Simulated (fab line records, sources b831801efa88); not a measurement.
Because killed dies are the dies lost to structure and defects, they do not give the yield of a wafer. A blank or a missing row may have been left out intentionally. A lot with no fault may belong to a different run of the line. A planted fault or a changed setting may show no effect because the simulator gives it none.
A struck lot beside a sound one	flow gf180mcu	19 out of 602 route steps
Sound: these wafers, L499.1, L499.3, L499.4. Struck: wafer L494.6. (L494.2, L494.4 of the same lot were not struck and are left out.) The cause comes at the end.
Per side, at each step with rows, come the tool, then ch with its chambers, and then its first start. Under that, the readings that differ: sound wafers	struck wafers	difference of the means	sigmas: that difference in standard deviations of wafers without a fault.
alike: a reading whose means differ by less than 2 such deviations, as well as words and numbers matching on both sides. not compared: withheld readings; readings where some wafer has no value; bounds like >300 that might hide an equal value; numbers whose values overlap and for which the record gives no deviation.
The two part at a step that has a row with sigmas, a row that says differs or no value, or rows on one side only. When numbers do not overlap yet have no deviation, they are printed without sigmas and do not part them. A reading that every wafer of one side lacks parts them only if that side has two wafers or more.

GF_V2_THK_MEAS_25: measures by xrf.
  struck on film-metro-04, day 25 16:28; sound on film-metro-03, day 27 00:16
  alike: V2_W_THK
GF_V2_CMP_26: polishes, stops on SiO2, t overpolish 15 s, target thk 0 nm.
  sound on cmp-01 ch 0,1,2, day 27 00:20; struck on cmp-01 ch 1, day 25 16:34
  alike: motor-current-A, overpolish-run-s, time-to-endpoint-s
GF_M3_SPUTTER_00: material Ti, target thk 37.5 nm, time 150 s.
  struck on pvd-sputter-04, day 25 16:49; sound on pvd-sputter-03, day 27 00:38
  alike: cathode-dc-power-W, throttle-valve-pct
GF_M3_SPUTTER_01: material TiN, target thk 30 nm, time 25 s.
  struck on pvd-sputter-04, day 25 16:55; sound on pvd-sputter-03, day 27 00:44
  alike: cathode-dc-power-W, throttle-valve-pct
GF_M3_SPUTTER_02: material AlCu, target thk 450 nm, time 23.9 s.
  struck on pvd-sputter-04, day 25 16:57; sound on pvd-sputter-03, day 27 00:46
reading	sound	struck	difference	sigmas
cathode-dc-power-W (W)	10602 10603 10601	10596	-6	-3
  alike: throttle-valve-pct
then, 1 step without rows for these wafers: GF_M3_SPUTTER_03 (material Ti, target thk 10 nm, time 6.7 s).
GF_M3_SPUTTER_04: material TiN, target thk 50 nm, time 41.7 s.
  struck on pvd-sputter-04, day 25 17:00; sound on pvd-sputter-03, day 27 00:49
  alike: cathode-dc-power-W, throttle-valve-pct
GF_M3_RS_MEAS_05: the measuring method here is four-point-probe.
  struck on film-metro-04, day 25 17:04; sound on film-metro-03, day 27 00:51
  alike: M3_ALCU_RS
GF_M3_THK_MEAS_06: measures by xrf.
  struck on film-metro-04, day 25 17:10; sound on film-metro-03, day 27 00:58
  alike: M3_ALCU_THK
then, 3 steps without rows for these wafers: GF_M3_DEHYDRATE_07 (time 60 s); GF_M3_HMDS_08 (prime time 60 s); GF_M3_COAT_09 (resist thk 1000 nm).
GF_M3_SOFTBAKE_10: time 60 s.
  sound on litho-track-01 ch 0, day 27 11:09; struck on litho-track-03 ch 0, day 26 03:51
reading	sound	struck	difference	sigmas
run-length-s (s)	89.40 89.32 89.32	107.22	+17.87	+99 or more
then, 3 steps without rows for these wafers: GF_M3_EXPOSE_11 (exposes mask Metal3, target cd 280 nm); GF_M3_PEB_12 (peb time 90 s); GF_M3_DEVELOP_13 (develop time 60 s).
GF_M3_CD_MEAS_14: the cd target is 280 nm.
  struck on cd-sem-02, day 26 14:01; sound on cd-sem-01, day 27 21:05
reading	sound	struck	difference	sigmas
cd-nm (nm)	280.0 279.7 279.0	276.6	-3.0	-2
GF_M3_OVL_MEAS_15:
  struck on overlay-02, day 26 14:07; sound on overlay-02, day 27 21:12
reading	sound	struck	difference	sigmas
M3_OVL (nm)	-9 -2 -3	8	+13	+2
then, 1 step without rows for these wafers: GF_PASSIVATION_PROBE_99.

== WHERE THEY PART ==
First at GF_M3_SPUTTER_02; last, within this record, at GF_M3_OVL_MEAS_15.

WHY: whatever the simulator had introduced
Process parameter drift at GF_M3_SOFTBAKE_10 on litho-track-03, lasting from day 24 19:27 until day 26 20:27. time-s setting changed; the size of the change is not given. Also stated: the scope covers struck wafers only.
